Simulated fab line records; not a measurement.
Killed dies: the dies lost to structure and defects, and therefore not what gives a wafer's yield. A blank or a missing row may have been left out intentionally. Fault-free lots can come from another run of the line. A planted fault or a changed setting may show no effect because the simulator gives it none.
fab line records -- flow sky130
record lots=7, wafers=15, lastDay=50
route steps=708 shown CONTACT@422 METAL1@434
lots with no fault: from the same line, run without faults
startH: start of the lot's first displayed wafer, in hours after the record's first day -- waitH: time in hours since the lot's previous step -- " the same as in the row above -- L1.1+2: one row covering several wafers at once -- - no value, or no start given -- * or withheld: withheld -- < > ~ a bound
route shown NAME@n: names a module that has steps shown in the file, with the first one's number in the route -- usual: the fault-free wafers' mean and standard deviation -- same: alike in all rows -- chamber/n: place in a boat -- sites: each site's reading -- _std_site: the standard deviation of these -- _edge_site: inner sites' mean taken away from outer sites' mean -- radiusMm: how far each site lies from the wafer's centre -- mask NAME#n: copy n -- behind: the tool/chamber that last shaped the wafer -- hold: reason for holding the lot/hours on hold/outcome of the hold -- device: which transistor (n, p or np) failed to switch -- end of line: the tests these same wafers got at the end of their route -- a step with no rows: only its recipe -- killed: not the wafer's yield, but the dies lost to structure and defects at the first sort -- map: the dies of a wafer, with x for killed, . for not killed, _ for no die there
set.NAME: the setting that was run; set.NAME@STEP: the one run at that earlier step -- model.NAME: the simulator's own value behind a step, which no gauge read
certain route steps with their lots: each step a table, each wafer a row
services: the hour from which a tool's chamber was out of use, counted from the record's first day as startH (under 0 if before that day), plus the number of hours and why
## steps
# step SKY_CONTACT_ETCH_16
# recipe chemistry=N2/H2, target=BARC, ionEnergyEv=200, sourceW=500, biasW=100, pressureMtorr=30, n2FlowSccm=100, h2FlowSccm=200, stopOn=SiO2, timeS=45.9, targetDepthA=600
# step SKY_CONTACT_ETCH_17
# recipe target=SiO2, chemistry=C4F8/O2/Ar, stopOn=Si3N4, maskMaterial=KrF-thick, sourceW=1500, biasW=1200, pressureMtorr=40, c4f8FlowSccm=withheld, O2_flow_sccm=6, Ar_flow_sccm=300, timeS=withheld, targetDepthA=3400
# usual oesProductAu=0.891/0.0051
lot.wafer,tool,chamber,startH,waitH,oesProductAu
L364.1,rieDiel-02,3,765.61,0.0,0.892
L364.2,rieDiel-02,2,765.61,0.0,0.892
L364.6,rieDiel-02,1,765.61,0.0,0.887
L373.2,rieDiel-02,3,826.71,0.0,0.893
L373.4,rieDiel-02,1,826.71,0.0,0.889
L373.6,rieDiel-02,2,826.71,0.0,0.895
L378.3,rieDiel-02,0,859.28,0.0,0.891
L379.2,rieDiel-04,0,874.83,0.0,0.896
L380.2,rieDiel-01,0,875.81,0.0,0.899
L382.1,rieDiel-04,1,893.18,0.0,0.896
L382.3,rieDiel-04,0,893.18,0.0,0.884
L382.4,rieDiel-04,2,893.18,0.0,0.892
L383.1,rieDiel-01,0,896.58,0.0,0.886
L383.2,rieDiel-01,1,896.58,0.0,0.896
L383.3,rieDiel-01,3,896.58,0.0,0.891
# step SKY_CONTACT_ETCH_18
# recipe target=Si3N4, chemistry=CHF3/O2, stopOn=TiN, sourceW=600, biasW=200, pressureMtorr=40, chf3FlowSccm=50, O2_flow_sccm=5, timeS=39, targetDepthA=750
# usual drypumpMotorCurrentA=5.6/0.44, oesProductAu=0.855/0.0082, throttleValvePct=8.793/0.0088
lot.wafer,tool,chamber,startH,waitH,drypumpMotorCurrentA,oesProductAu,rfHoursCounterH,throttleValvePct
L364.1,rieDiel-02,3,-,-,6.1,0.850,9,8.806
L364.2,rieDiel-02,2,-,-,5.7,0.857,11,8.783
L364.6,rieDiel-02,1,-,-,5.5,0.852,-,8.793
L373.2,rieDiel-02,3,-,-,6.1,0.855,10,8.784
L373.4,rieDiel-02,1,-,-,5.5,0.860,8,8.792
L373.6,rieDiel-02,2,-,-,5.7,0.849,-,8.785
L378.3,rieDiel-02,0,-,-,5.1,0.862,9,8.793
L379.2,rieDiel-04,0,-,-,5.8,0.847,5,8.794
L380.2,rieDiel-01,0,-,-,5.0,0.864,16,8.798
L382.1,rieDiel-04,1,-,-,5.5,0.856,17,8.784
L382.3,rieDiel-04,0,-,-,5.8,0.846,6,8.783
L382.4,rieDiel-04,2,-,-,6.2,0.868,15,8.803
L383.1,rieDiel-01,0,-,-,5.0,0.849,17,8.788
L383.2,rieDiel-01,1,-,-,5.4,0.850,14,8.786
L383.3,rieDiel-01,3,-,-,6.2,0.845,20,8.799
# step SKY_CONTACT_STRIP_19
# recipe chemistry=O2/N2, powerW=1400, pressureMtorr=1500, platenTempC=withheld, o2FlowSccm=3000, n2FlowSccm=300, overashFraction=0.5
# step SKY_CONTACT_STRIP_20
# recipe chemistry=postEtchResidueRemover, timeS=1200, tempC=72.5
# step SKY_CONTACT_CLEAN_21
# recipe chemistry=IPA, timeS=180, tempC=25
# step SKY_CONTACT_CLEAN_22
# recipe chemistry=O3/DIW, dry=n2Spin
# step SKY_CONTACT_SPUTTER_23
# recipe material=TiN, targetThkNm=20, chamberPressurePa=5, powerW=4000, timeS=80
# usual chamberPressurePa=5.000/0.01, throttleValvePct=30.2/1.3
lot.wafer,tool,chamber,startH,waitH,chamberPressurePa,throttleValvePct
L364.1,pvdSputter-02,-,766.30,0.0,4.983,31.2
L364.2,pvdSputter-02,-,766.30,0.0,4.999,29.9
L364.6,pvdSputter-02,-,766.30,0.0,5.007,30.9
L373.2,pvdSputter-03,-,827.43,0.0,4.995,29.0
L373.4,pvdSputter-03,-,827.43,0.0,5.010,28.6
L373.6,pvdSputter-03,-,827.43,0.0,5.005,31.7
L378.3,pvdSputter-01,-,859.97,0.0,4.982,30.1
L379.2,pvdSputter-01,-,875.51,0.0,4.986,30.3
L380.2,pvdSputter-02,-,876.49,0.0,4.989,31.3
L382.1,pvdSputter-03,-,893.87,0.0,4.992,31.8
L382.3,pvdSputter-03,-,893.87,0.0,5.011,29.2
L382.4,pvdSputter-03,-,893.87,0.0,4.989,28.7
L383.1,pvdSputter-03,-,897.26,0.0,5.010,29.1
L383.2,pvdSputter-03,-,897.26,0.0,4.983,31.4
L383.3,pvdSputter-03,-,897.26,0.0,4.990,28.7
# step SKY_CONTACT_CVD_24
# recipe material=W, targetThkNm=340, timeS=102.12, tempC=400, pressureTorr=40
# usual chamberPressureTorr=39.99/0.08, heaterPowerW=946/41
lot.wafer,tool,chamber,startH,waitH,chamberPressureTorr,heaterPowerW
L364.1,cvdW-02,0,766.42,0.1,39.99,948
L364.2,cvdW-02,1,766.42,0.1,39.87,988
L364.6,cvdW-02,1,766.42,0.1,39.90,984
L373.2,cvdW-01,1,827.49,0.0,40.10,903
L373.4,cvdW-01,0,827.49,0.0,40.00,953
L373.6,cvdW-01,0,827.49,0.0,40.14,966
L378.3,cvdW-01,1,860.07,0.1,40.09,887
L379.2,cvdW-01,0,875.57,0.0,39.92,933
L380.2,cvdW-02,1,876.55,0.0,39.89,976
L382.1,cvdW-01,1,893.93,0.0,39.94,890
L382.3,cvdW-01,0,893.93,0.0,40.11,986
L382.4,cvdW-01,1,893.93,0.0,39.98,877
L383.1,cvdW-01,1,897.32,0.0,39.98,877
L383.2,cvdW-01,0,897.32,0.0,39.84,947
L383.3,cvdW-01,1,897.32,0.0,39.96,895
# step SKY_CONTACT_RS_MEAS_25
# recipe thkMeasGauge=four-point-probe, reads=W_of_CONTACT_CVD_24+TiN_of_CONTACT_SPUTTER_23
# usual CONTACT_W_RS=0.340/0.0043
lot.wafer,tool,chamber,startH,waitH,CONTACT_W_RS[ohm/sq]
L364.1,filmMetro-04,-,766.53,0.1,0.343
L364.2,filmMetro-04,-,766.53,0.1,0.329
L364.6,filmMetro-04,-,766.53,0.1,0.332
L373.2,filmMetro-02,-,827.62,0.1,0.344
L373.4,filmMetro-02,-,827.62,0.1,0.341
L373.6,filmMetro-02,-,827.62,0.1,0.340
L378.3,filmMetro-04,-,860.18,0.1,0.343
L379.2,filmMetro-02,-,875.70,0.1,0.338
L380.2,filmMetro-02,-,876.68,0.1,0.339
L382.1,filmMetro-02,-,894.04,0.1,0.344
L382.3,filmMetro-02,-,894.04,0.1,0.340
L382.4,filmMetro-02,-,894.04,0.1,0.344
L383.1,filmMetro-04,-,897.43,0.1,0.344
L383.2,filmMetro-04,-,897.43,0.1,0.342
L383.3,filmMetro-04,-,897.43,0.1,0.343
# step SKY_CONTACT_THK_MEAS_26
# recipe thkMeasGauge=xrf, reads=W_of_CONTACT_CVD_24
# usual CONTACT_W_THK=329/5.2
lot.wafer,tool,chamber,startH,waitH,CONTACT_W_THK[nm]
L364.1,filmMetro-04,-,766.65,0.1,330
L364.2,filmMetro-04,-,766.65,0.1,341
L364.6,filmMetro-04,-,766.65,0.1,340
L373.2,filmMetro-02,-,827.73,0.1,322
L373.4,filmMetro-02,-,827.73,0.1,324
L373.6,filmMetro-02,-,827.73,0.1,325
L378.3,filmMetro-04,-,860.28,0.1,326
L379.2,filmMetro-02,-,875.81,0.1,328
L380.2,filmMetro-02,-,876.79,0.1,327
L382.1,filmMetro-02,-,894.16,0.1,326
L382.3,filmMetro-02,-,894.16,0.1,332
L382.4,filmMetro-02,-,894.16,0.1,328
L383.1,filmMetro-04,-,897.55,0.1,327
L383.2,filmMetro-04,-,897.55,0.1,326
L383.3,filmMetro-04,-,897.55,0.1,323
# step SKY_CONTACT_CMP_27
# recipe stopOn=SiO2, tOverpolishS=15, downForcePsi=3.5, platenRpm=60, targetThkNm=0, padVelocityMS=0.94248
# usual edgeZonePressureFrac=0.999/0.0048, motorCurrentA=11.1/1.5, overpolishRunS=15.000/0.0084, timeToEndpointS=81/5
lot.wafer,tool,chamber,startH,waitH,edgeZonePressureFrac,motorCurrentA,overpolishRunS,timeToEndpointS
L364.1,cmp-02,0,766.81,0.1,1.000,10.7,15.005,78
L364.2,cmp-02,1,766.81,0.1,1.000,12.0,15.003,82
L364.6,cmp-02,2,766.81,0.1,1.000,10.6,15.006,85
L373.2,cmp-02,0,827.78,0.0,0.998,11.0,15.002,76
L373.4,cmp-02,1,827.78,0.0,0.990,12.0,14.997,75
L373.6,cmp-02,1,827.78,0.0,1.002,12.1,15.004,78
L378.3,cmp-02,2,860.32,0.0,1.001,11.2,14.985,84
L379.2,cmp-01,0,875.86,0.0,1.010,13.0,14.999,82
L380.2,cmp-01,3,876.94,0.1,0.999,8.6,14.996,74
L382.4,cmp-01,3,894.22,0.0,1.005,9.3,15.011,72
L382.3,cmp-01,0,894.22,0.0,1.004,13.2,14.999,82
L382.1,cmp-01,2,894.22,0.0,0.994,9.8,15.006,83
L383.1,cmp-02,3,897.61,0.1,0.991,11.1,14.983,77
L383.2,cmp-02,0,897.61,0.1,0.998,10.8,14.997,74
L383.3,cmp-02,2,897.61,0.1,0.996,10.2,14.995,81
# step SKY_METAL1_SPUTTER_00
# recipe material=Ti, targetThkNm=15, powerW=2953, timeS=10, chamberPressurePa=0.4
# usual chamberPressurePa=0.4001/0.00088, throttleValvePct=30.1/1
lot.wafer,tool,chamber,startH,waitH,chamberPressurePa,throttleValvePct
L364.1,pvdSputter-04,-,767.01,0.1,0.4011,30.8
L364.2,pvdSputter-04,-,767.01,0.1,0.4001,30.7
L364.6,pvdSputter-04,-,767.01,0.1,0.4008,30.8
L373.2,pvdSputter-02,-,828.08,0.2,0.3999,28.4
L373.4,pvdSputter-02,-,828.08,0.2,0.4005,30.7
L373.6,pvdSputter-02,-,828.08,0.2,0.3992,31.1
L378.3,pvdSputter-04,-,860.62,0.2,0.3866,29.8
L379.2,pvdSputter-04,-,876.16,0.2,0.3871,29.7
L380.2,pvdSputter-04,-,877.14,0.1,0.3858,29.7
L382.1,pvdSputter-02,-,894.52,0.1,0.4005,29.7
L382.3,pvdSputter-02,-,894.52,0.1,0.3991,28.7
L382.4,pvdSputter-02,-,894.52,0.1,0.4010,31.2
L383.1,pvdSputter-02,-,897.91,0.2,0.3999,30.0
L383.2,pvdSputter-02,-,897.91,0.2,0.4002,28.6
L383.3,pvdSputter-02,-,897.91,0.2,0.4006,31.3
# step SKY_METAL1_SPUTTER_01
# recipe material=TiN, targetThkNm=20, powerW=6500, timeS=16.7, chamberPressurePa=0.4
## services
tool,chamber,startH,hours,kind
rieDiel-04,3,745.40,1.2,repair
rieDiel-04,-,747.67,2.8,pm
cmp-01,-,751.72,1.2,repair
rieDiel-02,3,767.10,7.8,repair
rieDiel-01,3,771.63,5.9,repair
rieDiel-01,3,778.21,6.7,repair
rieDiel-02,3,789.02,4.9,repair
cvdW-01,1,789.14,8.0,repair
cmp-01,-,793.39,4.0,pm
cmp-01,-,797.39,-,consumableReplace:conditioner
cmp-01,-,797.39,-,consumableReplace:pad
pvdSputter-01,-,809.19,6.6,repair
cvdW-01,-,812.46,0.5,repair
rieDiel-04,3,820.16,-,clean
rieDiel-04,3,820.16,17.2,scheduledDown
rieDiel-04,3,820.16,17.2,ventCycle
rieDiel-02,0,835.49,1.5,repair
cmp-02,-,849.64,0.9,repair
cvdW-02,1,852.98,2.5,repair
rieDiel-02,-,867.90,14.6,pm
pvdSputter-04,-,879.10,2.1,repair
rieDiel-04,1,882.73,1.8,repair
rieDiel-04,-,891.03,0.4,repair
rieDiel-02,1,896.29,9.5,repair
## key
firstSign step=SKY_METAL1_SPUTTER_00, reading=chamberPressurePa, direction=down, sigmas=15, usual=0.4001, struck=0.3865
effect none on later readings
metAt SKY_METAL1_SPUTTER_00
struckWafers L378.3,L379.2,L380.2
rowsEnd L378.3,L379.2,L380.2
earlierFault kind=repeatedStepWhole, tool=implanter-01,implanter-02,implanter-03, chamber=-, onsetH=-, steps=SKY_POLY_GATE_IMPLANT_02, times=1, scope=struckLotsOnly
fault kind=processParameterDrift, tool=pvdSputter-04, chamber=-, onsetH=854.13, steps=SKY_METAL1_SPUTTER_00, channel=chamberPressurePa, offset=-0.013604, shape=step, actsIn=theseRecipesOnly, stated=0.4, scope=struckWafersOnly
# rowsEnd: these wafers met a further fault down the route, and their rows from its step on are left out
